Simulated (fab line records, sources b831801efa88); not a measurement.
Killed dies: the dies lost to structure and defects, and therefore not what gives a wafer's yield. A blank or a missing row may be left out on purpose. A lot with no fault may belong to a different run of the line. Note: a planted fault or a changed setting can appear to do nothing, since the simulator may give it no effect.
One fault seen from 2 desks / flow sky130 / what lay behind the numbers comes last; until then each desk has only its own

TOOL OWNER'S DESK, implanter-04
The tool's own readings at SKY_LDD_N_IMPLANT_10: means of the sampled wafers that have a number, for each lot that ran on this tool. A lot is out of limits, marked OUT, if its mean lies more than 4 standard deviations from the usual mean; the brackets give that distance.
Columns: A = beam energy keV at SKY_LDD_N_IMPLANT_10, usual 20.000; B = dose ions cm2 at SKY_LDD_N_IMPLANT_10, usual 7.499e+13; C = faraday current uA at SKY_LDD_N_IMPLANT_10, usual 423
lot=L264; first seen here=day 21 03:58; A=20.004; B=7.504e+13; C=430
lot=L268; first seen here=day 23 00:26; A=19.990; B=5.631e+13 (-99 or more) OUT; C=319 (-13) OUT
lot=L270; first seen here=day 23 07:16; A=19.987; B=5.641e+13 (-99 or more) OUT; C=319 (-13) OUT
lot=L278; first seen here=day 25 17:50; A=19.995; B=7.491e+13; C=417
This desk finds L268, L270 out of limits, L268 being first, at day 23 00:26 (dose ions cm2 at SKY_LDD_N_IMPLANT_10). L264, L278 stayed within limits.

METROLOGY DESK
What the gauges read for every lot (on any tool): the sampled wafers with a number, averaged. A lot is out of limits, marked OUT, if its mean lies more than 4 standard deviations from the usual mean; the brackets give that distance.
Columns: A = SONOS_ONO_CVD_02_THK at SKY_SONOS_ONO_THK_MEAS_03, usual 10.54 nm
lot=L256; first seen here=day 11 20:52; A=10.52
lot=L257; first seen here=day 12 02:51; A=10.49
lot=L260; first seen here=day 13 03:53; A=10.41
lot=L262; first seen here=day 13 22:01; A=10.59
lot=L264; first seen here=day 14 15:11; A=10.42
lot=L268; first seen here=day 16 03:20; A=10.32
lot=L270; first seen here=day 16 14:59; A=10.57
lot=L275; first seen here=day 18 04:17; A=10.72
lot=L276; first seen here=day 18 11:32; A=10.64
lot=L277; first seen here=day 18 18:40; A=10.53
lot=L278; first seen here=day 19 00:23; A=10.55
This desk's verdict: no lot among the 11 shows anything out of limits.

BROUGHT TOGETHER
An alarm could have come from the tool owner's desk at day 23 00:26, on L268, L270.
Metrology desk: nothing out of limits seen.
The metrology desk holds a record of L268, L270, inside its limits.
Every lot named ran SKY_LDD_N_IMPLANT_10 on implanter-04.

WHAT WAS PUT IN BY THE SIMULATOR
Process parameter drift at SKY_LDD_N_IMPLANT_10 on implanter-04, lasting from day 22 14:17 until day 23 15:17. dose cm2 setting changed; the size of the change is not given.
Lots struck among those shown: L268, L270.
Time in hours from fault onset to the first out-of-limits reading at each desk: the tool owner's desk, 10.
